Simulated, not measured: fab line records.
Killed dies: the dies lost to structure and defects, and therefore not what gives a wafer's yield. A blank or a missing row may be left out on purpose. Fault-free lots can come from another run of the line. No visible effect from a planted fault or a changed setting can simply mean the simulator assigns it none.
Struck lot and sound lot, side by side    flow sky130    14 out of 708 route steps
Sound: these wafers, L382.1, L382.4, L382.5. The struck wafers were L387.2, L387.3, L387.4. The cause is named last.
At each step with rows: each side's tool, then ch and its chambers, then its first start. Under that, the readings that differ: sound wafers    struck wafers    difference of the means    sigmas: that difference in standard deviations of wafers without a fault.
alike: readings whose means differ by less than 2 such deviations, and words and numbers that are the same on both sides. not compared: withheld readings, readings that some wafer has no value for, bounds like >300 that may hide the same value, and numbers for which the record gives no deviation and whose values overlap.
The two part at a step that has a row with sigmas, a row that says differs or no value, or rows on one side only. Numbers that don't overlap but have no deviation are shown without sigmas and don't part them. A reading that every wafer of one side lacks parts them only if that side has two wafers or more.

first, 2 steps without rows for these wafers: SKY_METAL3_CLEAN_22 (cleans in O3/DIW); SKY_VIA3_HDPCVD_00 (deposits SiO2, target thk 1635 nm, time 272.5 s).
SKY_VIA3_THK_MEAS_01:
  sound on film_metro-04 at day 41 15:05; struck on film_metro-01 at day 43 02:26
  alike: VIA3_HDPCVD_THK
SKY_VIA3_CMP_02: polishes SiO2.
  sound on cmp-01 ch 0,3, day 41 15:14; struck on cmp-02 ch 0,2,3, day 43 02:39
  alike: motor_current_A
SKY_VIA3_BOW_MEAS_03:
  sound on film_metro-02 at day 41 15:32; struck on film_metro-04 at day 43 02:58
  alike: VIA3_BOW
then, 7 steps without rows for these wafers: SKY_VIA3_DEHYDRATE_04 (time 60 s); SKY_VIA3_HMDS_05 (prime time 60 s); SKY_VIA3_COAT_06 (resist thk 60 nm); SKY_VIA3_COAT_07 (resist thk 450 nm); SKY_VIA3_SOFTBAKE_08 (time 90 s); SKY_VIA3_EXPOSE_09 (exposes mask VIM3, target cd 200 nm); SKY_VIA3_PEB_10.
SKY_VIA3_DEVELOP_11: develop time 60 s.
  struck on litho_track-04, day 44 01:00; sound on litho_track-01 ch 0, day 42 15:00
  no value came back on the struck wafers for chill_plate_temp_C (C), develop_time_s (s), exhaust_pa (Pa); on the sound wafers chill_plate_temp_C (C) reads 23.02 23.11 22.88
reading                                      sound            struck         difference  sigmas
model.KrF-thick_of_VIA3_COAT_07.thk_nm (nm)  438.9 439 438.6  449.7 452 450  +11.7       
SKY_VIA3_CD_MEAS_12 targets a cd of 200 nm.
  sound on cd_sem-02 at day 42 15:26; struck on cd_sem-01 at day 44 01:43
reading     sound              struck  difference                     sigmas
cd_nm (nm)  201.1 199.9 200.7  - - -   no value on the struck wafers  

WHERE THEY PART
First at SKY_VIA3_DEVELOP_11; last, within this record, at SKY_VIA3_CD_MEAS_12.

WHY: the cause the simulator had injected
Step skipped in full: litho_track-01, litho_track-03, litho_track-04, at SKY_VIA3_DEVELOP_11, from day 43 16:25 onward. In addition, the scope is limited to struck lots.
